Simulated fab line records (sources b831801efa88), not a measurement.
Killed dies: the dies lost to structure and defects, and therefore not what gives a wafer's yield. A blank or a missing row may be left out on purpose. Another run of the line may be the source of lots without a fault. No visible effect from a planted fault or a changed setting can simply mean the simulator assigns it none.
fab line records    flow sky130
record lots=6  wafers=18  last-day=50
route steps=708 shown METAL5@675 PASSIVATION@681 PAD_OPEN@694
lots that met no fault: from a run of the same line without faults
start-h: hours from the record's first day to the start of the lot's first wafer shown    wait-h: hours from the lot's prior step to this one    " unchanged from the row above    L1.1+2: several wafers, shown together as one row    - either no value or no given start    * or withheld: withheld    < > ~ a bound
route shown NAME@n: names a module that has steps shown in the file, with the first one's number in the route    usual: mean/standard deviation of fault-free wafers    same: alike in all rows    chamber/n: place in a boat    sites: readings site by site    _std_site: the values' standard deviation    _edge_site: mean of outer sites minus mean of inner sites    radius-mm: for every site, how far away it sits from the centre of the wafer    mask NAME#n: copy n    behind: tool/chamber where the wafer was last shaped    hold: what put the lot on hold/how long, in hours/how the hold closed    device: the transistor (n, p or np) that didn't switch    end of line: the same wafers' tests at the end of the route    where a step has no rows: the recipe by itself    killed: dies that structure and defects cost at the first sort, which is not the same as the wafer's yield    map: dies across one wafer; x = killed, . = not, _ = none there
set.NAME: the setting the step ran with; set.NAME@STEP: the setting that earlier step ran with    model.NAME: the simulator's own value behind a step, which no gauge read
lots at selected steps of the route; one table per step, one row per wafer
services: from which hour (start-h, from the record's first day; less than 0 if before it) a tool's chamber was out of use, for how many hours, and why
## steps
# step SKY_METAL5_DESCUM_14
# recipe chemistry=O2  source-power-w=150  bias-power-w=0  pressure-mtorr=10  temp-c=40  time-s=11
# usual drypump-motor-current-A=5.8/0.5  oes-product-au=0.993/0.0078
lot.wafer  tool          chamber  start-h  wait-h  drypump-motor-current-A  oes-product-au  rf-hours-counter-h
L841.2     rie-metal-04  0        1051.44  0.1     6.7                      0.998           7
L841.4     "             1        "        "       5.8                      0.992           -
L841.6     "             0        "        "       6.7                      0.996           -
L843.3     rie-metal-04  1        1062.55  0.1     5.9                      0.991           -
L843.5     "             1        "        "       5.8                      0.989           -
L843.6     "             0        "        "       6.7                      0.993           -
L855.2     rie-metal-01  0        1156.18  0.1     5.8                      0.989           26
L855.3     "             0        "        "       5.8                      0.993           -
L855.5     "             0        "        "       5.8                      0.997           -
L857.1     rie-metal-02  0        1158.24  0.1     5.7                      0.985           9
L857.3     "             1        "        "       5.9                      0.988           -
L857.4     "             0        "        "       5.7                      1.001           -
L860.2     rie-metal-01  0        1160.73  0.1     5.8                      0.990           26
L860.4     "             1        "        "       5.0                      1.002           -
L860.5     "             1        "        "       5.0                      1.004           -
L859.4     rie-metal-01  1        1165.00  0.1     5.0                      0.996           -
L859.5     "             0        "        "       5.8                      0.982           -
L859.6     "             1        "        "       5.0                      0.992           -
# step SKY_METAL5_METAL_ETCH_15
# recipe target-depth-a=12600  stop-on=SiO2  over-etch-frac=0.2  time-s=252  chemistry=Cl2/BCl3  resist-sidewall-deg=86  pressure-mtorr=10  icp-w=900  bias-w=48.5  Cl2_flow_sccm=60  bcl3-flow-sccm=30
# usual drypump-motor-current-A=5.9/0.5  oes-product-au=0.895/0.0049  throttle-valve-pct=22.265/0.0097
lot.wafer  tool          chamber  start-h  wait-h  drypump-motor-current-A  oes-product-au  rf-hours-counter-h  throttle-valve-pct
L841.2     rie-metal-04  0        1051.47  0.0     6.7                      0.892           7                   22.258
L841.4     "             1        "        "       5.9                      0.896           -                   22.254
L841.6     "             0        "        "       6.7                      0.891           -                   22.266
L843.3     rie-metal-04  1        1062.65  0.1     5.9                      0.899           -                   22.271
L843.5     "             1        "        "       5.8                      0.889           -                   22.268
L843.6     "             0        "        "       6.7                      0.898           -                   22.256
L855.2     rie-metal-01  0        1156.21  0.0     5.8                      0.899           26                  22.259
L855.3     "             0        "        "       5.8                      0.888           -                   22.268
L855.5     "             0        "        "       5.8                      0.895           -                   22.249
L857.1     rie-metal-02  0        1158.27  0.0     5.8                      0.900           9                   22.277
L857.3     "             1        "        "       5.9                      0.897           -                   22.270
L857.4     "             0        "        "       5.8                      0.887           -                   22.240
L860.2     rie-metal-01  0        1160.76  0.0     5.8                      0.890           26                  22.264
L860.4     "             1        "        "       5.0                      0.895           -                   22.277
L860.5     "             1        "        "       5.0                      0.891           -                   22.277
L859.4     rie-metal-01  1        1165.10  0.1     5.0                      0.888           -                   22.261
L859.5     "             0        "        "       5.8                      0.899           -                   22.259
L859.6     "             1        "        "       5.0                      0.894           -                   22.260
# step SKY_METAL5_STRIP_16
# recipe chemistry=O2/N2  power-w=1440  pressure-mtorr=1500  platen-temp-c=withheld  o2-flow-sccm=3000  n2-flow-sccm=300  overash-fraction=0.5
# usual drypump-motor-current-A=5.70/0.3  o2-flow-sccm=3001/9.8  oes-product-au=0.722/0.0049  strip-time-to-endpoint-s=12.87/0.084
lot.wafer  tool             chamber  start-h  wait-h  drypump-motor-current-A  o2-flow-sccm  oes-product-au  rf-hours-counter-h  strip-time-to-endpoint-s
L841.2     plasma-asher-02  0        1051.71  0.2     6.00                     3004          0.722           95                  12.92
L841.4     "                0        "        "       6.01                     3011          0.727           -                   12.93
L841.6     "                1        "        "       6.00                     3009          0.712           -                   12.94
L843.3     plasma-asher-02  1        1062.84  0.1     6.05                     2983          0.719           -                   12.75
L843.5     "                1        "        "       6.00                     3000          0.725           -                   12.78
L843.6     "                0        "        "       5.99                     2994          0.716           -                   12.82
L855.2     plasma-asher-02  1        1156.45  0.2     6.00                     2991          0.716           106                 12.85
L855.3     "                1        "        "       6.02                     2995          0.724           -                   12.87
L855.5     "                0        "        "       6.02                     2979          0.724           -                   12.90
L857.1     plasma-asher-03  0        1158.51  0.2     5.85                     3002          0.730           9                   12.90
L857.3     "                1        "        "       5.75                     3014          0.717           -                   12.73
L857.4     "                0        "        "       5.84                     3006          0.723           -                   12.91
L860.2     plasma-asher-04  0        1161.00  0.2     5.54                     3003          0.723           72                  13.04
L860.4     "                0        "        "       5.52                     3010          0.722           -                   12.90
L860.5     "                0        "        "       5.54                     3014          0.729           -                   12.92
L859.4     plasma-asher-02  0        1165.29  0.1     6.02                     3001          0.717           -                   12.89
L859.5     "                0        "        "       6.01                     3025          0.721           -                   12.97
L859.6     "                1        "        "       6.03                     3017          0.725           -                   12.95
# step SKY_METAL5_STRIP_17
# recipe chemistry=post-etch-residue-remover  time-s=1200  temp-c=72.5
# step SKY_METAL5_CLEAN_18
# recipe chemistry=IPA  time-s=180  temp-c=25
# step SKY_METAL5_CLEAN_19
# recipe chemistry=O3/DIW  dry=n2-spin
# step SKY_PASSIVATION_CVD_00
# recipe material=SiO2  target-thk-nm=90  temp-c=400  time-s=withheld  rf-w=600
# usual heater-power-w=624/100
lot.wafer  tool      chamber  start-h  wait-h  heater-power-w
L841.2     pecvd-03  2        1052.30  0.0     675
L841.4     "         0        "        "       623
L841.6     "         1        "        "       718
L843.3     pecvd-01  2        1063.39  0.0     542
L843.5     "         2        "        "       551
L843.6     "         0        "        "       545
L855.2     pecvd-03  2        1157.04  0.0     710
L855.3     "         1        "        "       808
L855.5     "         1        "        "       814
L857.1     pecvd-01  0        1159.10  0.0     547
L857.3     "         1        "        "       578
L857.4     "         1        "        "       603
L860.2     pecvd-02  2        1161.60  0.0     618
L860.4     "         0        "        "       790
L860.5     "         1        "        "       520
L859.4     pecvd-01  1        1165.87  0.0     603
L859.5     "         0        "        "       543
L859.6     "         2        "        "       615
# step SKY_PASSIVATION_THK_MEAS_01
# recipe reads=SiO2_of_PASSIVATION_CVD_00
# usual PASSIVATION_CVD_00_THK=90.1/1.2
lot.wafer  tool           chamber  start-h  wait-h  PASSIVATION_CVD_00_THK[nm]
L841.2     film-metro-02  -        1052.33  -       89.4
L841.4     "              -        "        "       90.2
L841.6     "              -        "        "       91.0
L843.3     film-metro-02  -        1063.44  -       90.5
L843.5     "              -        "        "       91.1
L843.6     "              -        "        "       91.8
L855.2     film-metro-03  -        1157.07  -       87.5
L855.3     "              -        "        "       90.4
L855.5     "              -        "        "       91.6
L857.1     film-metro-02  -        1159.12  -       90.1
L857.3     "              -        "        "       90.5
L857.4     "              -        "        "       90.3
L860.2     film-metro-03  -        1161.63  -       89.1
L860.4     "              -        "        "       90.1
L860.5     "              -        "        "       89.9
L859.4     film-metro-04  -        1165.91  -       90.3
L859.5     "              -        "        "       92.0
L859.6     "              -        "        "       92.9
# step SKY_PASSIVATION_CVD_02
# recipe material=Si3N4  target-thk-nm=540  temp-c=400  time-s=withheld  rf-w=450
# usual heater-power-w=695/110
lot.wafer  tool      chamber  start-h  wait-h  heater-power-w
L841.2     pecvd-01  0        1052.38  0.0     584
L841.4     "         0        "        "       602
L841.6     "         2        "        "       736
L843.3     pecvd-03  0        1063.48  0.0     657
L843.5     "         0        "        "       699
L843.6     "         1        "        "       894
L855.2     pecvd-01  2        1157.12  0.0     694
L855.3     "         0        "        "       582
L855.5     "         0        "        "       577
L857.1     pecvd-03  1        1159.18  0.1     792
L857.3     "         2        "        "       723
L857.4     "         1        "        "       799
L860.2     pecvd-01  2        1161.68  0.0     603
L860.4     "         2        "        "       619
L860.5     "         1        "        "       601
L859.4     pecvd-02  1        1166.05  0.1     585
L859.5     "         2        "        "       597
L859.6     "         0        "        "       881
# step SKY_PASSIVATION_THK_MEAS_03
# recipe reads=Si3N4_of_PASSIVATION_CVD_02
# usual PASSIVATION_CVD_02_THK=538/6.3
lot.wafer  tool           chamber  start-h  wait-h  PASSIVATION_CVD_02_THK[nm]
L841.2     film-metro-02  -        1052.62  -       534
L841.4     "              -        "        "       545
L841.6     "              -        "        "       539
L843.3     film-metro-04  -        1063.72  -       533
L843.5     "              -        "        "       540
L843.6     "              -        "        "       544
L855.2     film-metro-03  -        1157.35  -       542
L855.3     "              -        "        "       540
L855.5     "              -        "        "       550
L857.1     film-metro-04  -        1159.41  -       527
L857.3     "              -        "        "       529
L857.4     "              -        "        "       546
L860.2     film-metro-03  -        1161.91  -       537
L860.4     "              -        "        "       547
L860.5     "              -        "        "       550
L859.4     film-metro-03  -        1166.19  -       546
L859.5     "              -        "        "       541
L859.6     "              -        "        "       546
# step SKY_PASSIVATION_DEHYDRATE_04
# recipe temp-c=200  time-s=60
# step SKY_PASSIVATION_HMDS_05
# recipe prime-time-s=60  prime-temp-c=120
# step SKY_PASSIVATION_COAT_06
# recipe spin-rpm=2000  resist-thk-nm=3000
# usual spin-speed-rpm=2000.2/1.4
lot.wafer  tool            chamber  start-h  wait-h  spin-speed-rpm  model.coat_of_PASSIVATION_COAT_06.thk-nm
L841.2     litho-track-04  0        1062.86  0.1     2000.9          3013
L841.4     "               0        "        "       1997.8          3010
L841.6     "               0        "        "       2001.7          3010
L843.3     litho-track-04  0        1074.18  0.1     2005.4          3007
L843.5     "               0        "        "       2001.7          3016
L843.6     "               0        "        "       2000.8          3011
L855.2     litho-track-04  0        1165.91  0.1     2222.5          2847
L855.3     "               0        "        "       2222.4          2847
L855.5     "               0        "        "       2221.3          2855
L857.1     litho-track-04  0        1168.03  0.1     2221.6          2846
L857.3     "               0        "        "       2219.2          2852
L857.4     "               0        "        "       2221.6          2854
L860.2     litho-track-03  0        1170.15  0.1     1999.3          3015
L860.4     "               0        "        "       2000.7          3007
L860.5     "               0        "        "       1999.7          3010
L859.4     litho-track-01  0        1174.09  0.1     2001.3          3004
L859.5     "               0        "        "       2000.0          3008
L859.6     "               0        "        "       1997.9          3005
# step SKY_PASSIVATION_SOFTBAKE_07
# recipe temp-c=110  time-s=withheld
# step SKY_PASSIVATION_EXPOSE_08
# recipe mask-id=NSM  target-cd-nm=3000  na=0.57  dose-mj=260
# step SKY_PASSIVATION_PEB_09
# recipe temp-c=115  time-s=withheld
# step SKY_PASSIVATION_DEVELOP_10
# recipe develop-time-s=60  dev-temp-c=23
# step SKY_PASSIVATION_ETCH_11
# recipe chemistry=CF4/O2  target-depth-nm=725  stop-on=AlCu  source-w=800  bias-w=150  pressure-mtorr=150  cf4-flow-sccm=80  O2_flow_sccm=10  time-s=161.1
# usual cf4-flow-sccm=79.98/0.24  drypump-motor-current-A=5.8/0.33  oes-product-au=0.977/0.0078  throttle-valve-pct=5.964/0.0091
lot.wafer  tool         chamber  start-h  wait-h  cf4-flow-sccm  drypump-motor-current-A  oes-product-au  rf-hours-counter-h  throttle-valve-pct  model.coat_of_PASSIVATION_COAT_06.thk-nm  model.PASSIVATION.cd-nm
L841.2     rie-diel-03  2        1073.92  -       79.78          5.4                      0.977           22                  5.956               2521                                      2994
L841.4     "            1        "        "       79.78          5.8                      0.985           22                  5.961               2535                                      2997
L841.6     "            0        "        "       79.67          5.6                      0.979           -                   5.961               2527                                      3003
L843.3     rie-diel-02  3        1084.63  -       80.11          6.5                      0.975           4                   5.970               2517                                      2993
L843.5     "            3        "        "       80.12          6.5                      0.974           -                   5.953               2523                                      2991
L843.6     "            0        "        "       79.78          5.6                      0.981           -                   5.954               2514                                      2985
L855.2     rie-diel-02  3        1174.23  -       79.87          6.5                      0.977           7                   5.964               2349                                      3012
L855.3     "            1        "        "       80.02          5.9                      0.984           25                  5.962               2360                                      3012
L855.5     "            1        "        "       80.07          5.9                      0.982           -                   5.961               2370                                      3011
L857.1     rie-diel-02  1        1176.07  -       79.78          5.9                      0.972           25                  5.964               2363                                      3014
L857.3     "            2        "        "       80.14          5.6                      0.968           20                  5.945               2375                                      3011
L857.4     "            0        "        "       80.01          5.6                      0.984           9                   5.962               2365                                      3011
L860.2     rie-diel-01  2        1178.53  -       80.39          6.0                      0.978           1                   5.966               2535                                      2989
L860.4     "            3        "        "       80.03          5.2                      0.989           15                  5.954               2520                                      2982
L860.5     "            1        "        "       79.89          5.9                      0.996           -                   5.979               2520                                      2981
L859.4     rie-diel-02  0        1183.58  -       79.86          5.6                      0.992           9                   5.968               2508                                      2993
L859.5     "            2        "        "       80.27          5.5                      0.984           -                   5.988               2524                                      2996
L859.6     "            3        "        "       80.32          6.5                      0.991           -                   5.979               2508                                      2997
# step SKY_PASSIVATION_STRIP_12
# recipe chemistry=O2/N2  power-w=1400  pressure-mtorr=1500  platen-temp-c=withheld  overash-fraction=0.7  o2-flow-sccm=3000  n2-flow-sccm=300
# usual drypump-motor-current-A=5.5/0.37  o2-flow-sccm=3001/8  oes-product-au=0.661/0.0042  strip-time-to-endpoint-s=31.59/0.15
lot.wafer  tool             chamber  start-h  wait-h  drypump-motor-current-A  o2-flow-sccm  oes-product-au  rf-hours-counter-h  strip-time-to-endpoint-s
L841.2     plasma-asher-01  0        1074.02  0.1     5.6                      3005          0.654           31                  31.57
L841.4     "                0        "        "       5.6                      3012          0.661           -                   31.73
L841.6     "                0        "        "       5.6                      3011          0.662           -                   31.65
L843.3     plasma-asher-01  0        1084.77  0.1     5.6                      3005          0.655           -                   31.52
L843.5     "                0        "        "       5.6                      3007          0.652           -                   31.59
L843.6     "                1        "        "       4.9                      2998          0.659           -                   31.50
L855.2     plasma-asher-03  1        1174.34  0.1     5.8                      3008          0.659           11                  29.59
L855.3     "                0        "        "       5.8                      3004          0.666           -                   29.67
L855.5     "                0        "        "       5.8                      3004          0.664           -                   29.80
L857.1     plasma-asher-03  1        1176.17  0.1     5.7                      2992          0.667           11                  29.73
L857.3     "                1        "        "       5.8                      2998          0.662           -                   29.86
L857.4     "                0        "        "       5.8                      2989          0.662           -                   29.77
L860.2     plasma-asher-03  0        1178.63  0.1     5.8                      2997          0.662           11                  31.75
L860.4     "                0        "        "       5.8                      3012          0.666           -                   31.56
L860.5     "                0        "        "       5.9                      3003          0.662           -                   31.55
L859.4     plasma-asher-01  1        1183.72  0.1     4.9                      2996          0.665           -                   31.42
L859.5     "                0        "        "       5.6                      2990          0.654           -                   31.62
L859.6     "                1        "        "       4.9                      3003          0.657           -                   31.43
# step SKY_PAD_OPEN_DEHYDRATE_00
# recipe temp-c=200  time-s=60
# step SKY_PAD_OPEN_PROBE_99
# usual defect-limited-yield=82.8/1.7  killed_at_M0_to_M3=43/6.2  killed_at_M4_up=2.8/1.7  killed-at-contacts=24/4.8  killed-at-front-end=15/4.3  killed-at-other=0.3/0.55  killed-dies=85/8.4  killed-open=46/6.7  killed-short=38/6.2  sort_bin_3_pad_short=0.9/0.46  sort_bin_5_function=10.2/1.3  sort_bin_6_memory=6.1/0.9  sort-n-pass=407/8.4  sort-yield-pct=82.8/1.7
# same gross-dies=492  killed-at-back-side=0  sort_bin_4_leakage[%]=0  sort_bin_8_speed[%]=0
lot.wafer  tool       chamber  start-h  wait-h  defect-limited-yield[%]  killed_at_M0_to_M3  killed_at_M4_up  killed-at-contacts  killed-at-front-end  killed-at-other  killed-dies  killed-open  killed-short  sort_bin_3_pad_short[%]  sort_bin_5_function[%]  sort_bin_6_memory[%]  sort-n-pass  sort-yield-pct[%]
L841.2     prober-01  -        1097.38  0.1     83.9                     41                  2                28                  8                    0                79           42           36            1.2                      9.1                     5.7                   413          83.9
L841.4     prober-01  -        1097.48  0.2     82.5                     50                  2                16                  16                   2                86           51           35            0.4                      10.8                    6.3                   406          82.5
L841.6     prober-01  -        1097.58  0.2     80.1                     40                  7                35                  15                   1                98           44           54            1.2                      12.6                    6.1                   394          80.1
L843.3     prober-01  -        1107.59  0.2     83.1                     42                  2                23                  16                   0                83           52           31            0.2                      10.6                    6.1                   409          83.1
L843.5     prober-01  -        1107.69  0.2     82.1                     43                  2                27                  16                   0                88           48           40            0.6                      11.2                    6.1                   404          82.1
L843.6     prober-01  -        1107.74  0.2     83.1                     43                  3                30                  7                    0                83           44           38            1.4                      9.6                     5.9                   409          83.1
L855.2     prober-02  -        1194.42  0.1     82.9                     36                  6                27                  15                   0                84           46           38            0.6                      10.0                    6.5                   408          82.9
L855.3     prober-02  -        1194.47  0.2     85.4                     37                  1                23                  11                   0                72           34           38            1.2                      9.3                     4.1                   420          85.4
L855.5     prober-02  -        1194.57  0.2     85.0                     40                  2                14                  18                   0                74           45           29            0.4                      9.8                     4.9                   418          85.0
L857.1     prober-02  -        1195.87  0.1     83.7                     47                  2                15                  15                   1                80           39           41            0.6                      10.4                    5.3                   412          83.7
L857.3     prober-02  -        1195.97  0.2     81.9                     39                  2                28                  20                   0                89           49           40            1.2                      11.2                    5.7                   403          81.9
L857.4     prober-02  -        1196.02  0.2     83.5                     37                  5                23                  16                   0                81           38           42            0.6                      10.6                    5.3                   411          83.5
L860.2     prober-01  -        1197.98  0.1     82.9                     42                  2                30                  9                    1                84           48           36            0.6                      10.6                    5.9                   408          82.9
L860.4     prober-01  -        1198.08  0.2     84.8                     45                  1                20                  9                    0                75           45           30            0.6                      9.3                     5.3                   417          84.8
L860.5     prober-01  -        1198.13  0.2     82.3                     36                  2                28                  21                   0                87           51           36            1.0                      10.4                    6.3                   405          82.3
L859.4     prober-01  -        1202.95  0.2     79.5                     54                  7                23                  17                   0                101          56           45            1.6                      10.8                    8.1                   391          79.5
L859.5     prober-01  -        1203.00  0.2     82.7                     44                  1                19                  20                   1                85           44           41            1.2                      9.8                     6.3                   407          82.7
L859.6     prober-01  -        1203.05  0.2     84.1                     37                  4                24                  13                   0                78           41           37            1.0                      7.9                     6.9                   414          84.1
# killed by level:class
L841.2 CONTACT:geometric-particle:open=9 LOCAL_INTERCONNECT:geometric-particle:short=8 VIA3:geometric-particle:open=8 METAL2:geometric-particle:short=7 VIA1:geometric-particle:open=7 VIA2:geometric-particle:open=6 CONTACT:geometric-particle:short=5 LI_CONTACT:geometric-particle:open=4
L841.4 VIA1:geometric-particle:open=14 VIA3:geometric-particle:open=8 METAL2:geometric-particle:short=6 VIA2:geometric-particle:open=6 FIELD_ISO:geometric-particle:short=5 POLY_GATE:geometric-particle:open=4 LI_CONTACT:geometric-particle:open=4 CONTACT:geometric-particle:open=4
L841.6 LI_CONTACT:geometric-particle:open=10 METAL1:geometric-particle:short=8 VIA3:geometric-particle:open=8 CONTACT:geometric-particle:open=7 LI_CONTACT:geometric-particle:short=7 VIA1:geometric-particle:open=7 LOCAL_INTERCONNECT:geometric-particle:short=6 METAL2:geometric-particle:short=6
L843.3 VIA2:geometric-particle:open=9 LI_CONTACT:geometric-particle:open=9 CONTACT:geometric-particle:open=7 VIA1:geometric-particle:open=7 VIA3:geometric-particle:open=6 FIELD_ISO:geometric-particle:open=4 VIA2:geometric-particle:short=4 METAL3:geometric-particle:short=4
L843.5 CONTACT:geometric-particle:open=12 VIA1:geometric-particle:open=11 METAL2:geometric-particle:short=9 POLY_GATE:geometric-particle:short=8 LI_CONTACT:geometric-particle:open=7 METAL1:geometric-particle:short=7 VIA2:geometric-particle:open=6 FIELD_ISO:geometric-particle:short=4
L843.6 CONTACT:geometric-particle:open=14 METAL2:geometric-particle:short=7 VIA1:geometric-particle:open=7 VIA2:geometric-particle:open=6 VIA1:geometric-particle:short=6 VIA3:geometric-particle:open=6 LI_CONTACT:geometric-particle:open=5 LOCAL_INTERCONNECT:geometric-particle:short=5
L855.2 CONTACT:geometric-particle:open=14 VIA1:geometric-particle:open=10 FIELD_ISO:geometric-particle:open=5 FIELD_ISO:geometric-particle:short=5 METAL3:geometric-particle:short=5 LI_CONTACT:geometric-particle:open=4 LOCAL_INTERCONNECT:geometric-particle:short=4 VIA2:geometric-particle:short=4
L855.3 METAL1:geometric-particle:short=9 CONTACT:geometric-particle:open=7 CONTACT:geometric-particle:short=6 LI_CONTACT:geometric-particle:open=5 VIA1:geometric-particle:open=5 VIA3:geometric-particle:short=5 POLY_GATE:geometric-particle:open=4 METAL2:geometric-particle:short=4
L855.5 VIA1:geometric-particle:open=8 VIA2:geometric-particle:open=8 VIA3:geometric-particle:open=7 POLY_GATE:geometric-particle:open=5 FIELD_ISO:geometric-particle:open=4 LOCAL_INTERCONNECT:geometric-particle:short=4 CONTACT:geometric-particle:open=4 METAL1:geometric-particle:short=4
L857.1 METAL1:geometric-particle:short=10 CONTACT:geometric-particle:open=9 VIA1:geometric-particle:open=8 METAL2:geometric-particle:short=8 FIELD_ISO:geometric-particle:short=4 LI_CONTACT:geometric-particle:open=4 VIA2:geometric-particle:open=4 VIA3:geometric-particle:short=4
L857.3 CONTACT:geometric-particle:open=9 FIELD_ISO:geometric-particle:short=7 POLY_GATE:geometric-particle:open=7 VIA1:geometric-particle:open=7 VIA3:geometric-particle:open=7 METAL1:geometric-particle:short=6 LOCAL_INTERCONNECT:geometric-particle:short=6 VIA1:geometric-particle:short=6
L857.4 CONTACT:geometric-particle:short=8 CONTACT:geometric-particle:open=7 VIA1:geometric-particle:open=7 VIA2:geometric-particle:open=6 VIA1:geometric-particle:short=5 METAL2:geometric-particle:short=5 FIELD_ISO:geometric-particle:short=4 VIA3:geometric-particle:open=4
L860.2 CONTACT:geometric-particle:open=12 VIA3:geometric-particle:open=10 VIA1:geometric-particle:open=8 LI_CONTACT:geometric-particle:open=8 VIA1:geometric-particle:short=6 METAL1:geometric-particle:short=5 LI_CONTACT:geometric-particle:short=4 CONTACT:geometric-particle:short=4
L860.4 VIA1:geometric-particle:open=8 VIA2:geometric-particle:open=8 LI_CONTACT:geometric-particle:open=7 VIA3:geometric-particle:open=7 METAL2:geometric-particle:short=6 FIELD_ISO:geometric-particle:short=5 CONTACT:geometric-particle:open=5 METAL1:geometric-particle:short=4
L860.5 CONTACT:geometric-particle:open=12 VIA1:geometric-particle:open=9 LI_CONTACT:geometric-particle:open=7 VIA3:geometric-particle:open=7 SPACER:geometric-particle:short=6 METAL1:geometric-particle:short=6 LI_CONTACT:geometric-particle:short=5 FIELD_ISO:geometric-particle:open=4
L859.4 VIA2:geometric-particle:open=16 METAL1:geometric-particle:short=10 VIA3:geometric-particle:open=8 LI_CONTACT:geometric-particle:open=7 VIA1:geometric-particle:open=7 METAL4:geometric-particle:short=6 FIELD_ISO:geometric-particle:open=5 CONTACT:geometric-particle:short=5
L859.5 CONTACT:geometric-particle:open=9 VIA3:geometric-particle:open=9 VIA1:geometric-particle:open=8 FIELD_ISO:geometric-particle:short=7 FIELD_ISO:geometric-particle:open=6 METAL1:geometric-particle:short=6 VIA3:geometric-particle:short=5 LI_CONTACT:geometric-particle:open=4
L859.6 LI_CONTACT:geometric-particle:open=10 METAL2:geometric-particle:short=9 CONTACT:geometric-particle:open=8 VIA2:geometric-particle:open=8 POLY_GATE:geometric-particle:short=5 VIA1:geometric-particle:open=5 METAL1:geometric-particle:short=4 POLY_GATE:geometric-particle:open=3
## services
tool             chamber  start-h  hours  kind
rie-diel-01      1        1028.03  23.8   repair
pecvd-01         1        1041.53  5.5    scheduled-down
rie-diel-01      -        1049.20  0.9    repair
rie-metal-02     -        1049.90  1.0    repair
plasma-asher-03  -        1055.25  9.0    pm
rie-metal-04     1        1066.14  4.3    repair
plasma-asher-04  -        1077.76  4.3    pm
rie-diel-03      -        1080.35  0.3    repair
rie-diel-03      1        1081.33  10.9   repair
pecvd-02         1        1084.71  4.6    repair
plasma-asher-04  -        1095.31  3.8    repair
pecvd-03         -        1101.44  6.0    pm
rie-metal-04     1        1104.60  4.0    repair
plasma-asher-04  -        1117.73  1.3    repair
pecvd-02         -        1119.99  6.0    pm
rie-diel-03      -        1121.32  2.8    pm
rie-metal-01     1        1138.34  -      clean
plasma-asher-03  -        1144.25  4.0    repair
plasma-asher-04  -        1145.17  2.9    repair
pecvd-03         2        1164.73  9.5    repair
rie-diel-03      1        1170.57  7.6    repair
pecvd-01         -        1175.36  14.6   pm
rie-metal-02     0        1177.95  1.2    repair
rie-diel-01      2        1181.71  1.5    repair
## key
first-sign step=SKY_PASSIVATION_COAT_06  reading=spin-speed-rpm  direction=up  sigmas=99+  usual=2000.2  struck=2221.4
effect step=SKY_PASSIVATION_STRIP_12  reading=strip-time-to-endpoint-s  direction=down  sigmas=13  usual=*  struck=*
model-effect step=SKY_PASSIVATION_COAT_06  value=coat_of_PASSIVATION_COAT_06.thk-nm  without=3004  struck=2850
model-effect step=SKY_PASSIVATION_ETCH_11  value=coat_of_PASSIVATION_COAT_06.thk-nm  without=2517  struck=2363
met-at SKY_PASSIVATION_COAT_06
struck-wafers L855.2,L855.3,L855.5,L857.1,L857.3,L857.4
onset-between 1074.18 1165.91
fault kind=process-parameter-drift  tool=litho-track-04  chamber=-  onset-h=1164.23  steps=SKY_PASSIVATION_COAT_06  channel=spin-rpm  offset=221.46  shape=step  end-h=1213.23  acts-in=these-recipes-only  stated=2000
